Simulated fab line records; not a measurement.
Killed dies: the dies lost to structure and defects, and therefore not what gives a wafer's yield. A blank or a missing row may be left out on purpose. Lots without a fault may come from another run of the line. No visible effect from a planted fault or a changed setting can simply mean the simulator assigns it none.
Matching of chambers | flow gf180mcu | rie-diel-01 running GF_SAB_ETCH_11: 4 sister chambers
The step etches SiO2 in C4F8/O2/Ar, target depth 55 nm, time 8.5 s. 8 wafers are shown with their chamber, then 8 later ones without.

== WAFERS, EACH WITH ITS CHAMBER ==
wafer  | chamber | oes-product-au (a.u.)
L503.6 | 1       | 1.011
L506.1 | 3       | 1.012
L506.2 | 0       | 0.997
L506.3 | 1       | 1.006
L507.3 | 2       | 0.997
L507.4 | 3       | 1.003
L507.6 | 2       | 0.994
L516.3 | 0       | 1.020

== WAFERS WITHOUT THEIR CHAMBER ==
wafer  | oes-product-au (a.u.)
L516.4 | 0.988
L516.6 | 1.016
L517.1 | 1.019
L517.5 | 1.002
L517.6 | 1.018
L520.3 | 1.003
L520.4 | 1.018
L520.6 | 1.016

== EACH ONE'S CHAMBER ==
wafer  | from the rows above               | in truth
L516.4 | can't be placed: 2 or 3 or 0 or 1 | 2
L516.6 | can't be placed: 0 or 1 or 3 or 2 | 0
L517.1 | can't be placed: 0 or 1 or 3 or 2 | 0
L517.5 | can't be placed: 3 or 0 or 1 or 2 | 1
L517.6 | can't be placed: 0 or 1 or 3 or 2 | 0
L520.3 | can't be placed: 3 or 0 or 1 or 2 | 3
L520.4 | can't be placed: 0 or 1 or 3 or 2 | 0
L520.6 | can't be placed: 0 or 1 or 3 or 2 | 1
Placed correctly: 0 of 8. These rows do not allow placing 8 (true chamber among the candidates in 8). Wrongly placed: 0.
How it was worked out, from the rows above alone: a wafer's distance from a chamber is the root of the sum, over the readings, of the square of ((its reading less the chamber's mean) divided by the reading's scatter). If the next closest chamber is less than 2 further off than the closest, the wafer can't be placed; otherwise it belongs to the closest. The mean given for a chamber averages the wafers shown for that chamber. The scatter: take each reading less its chamber's mean, square it, sum over the shown wafers, divide by the number of wafers less the number of chambers, and take the root.
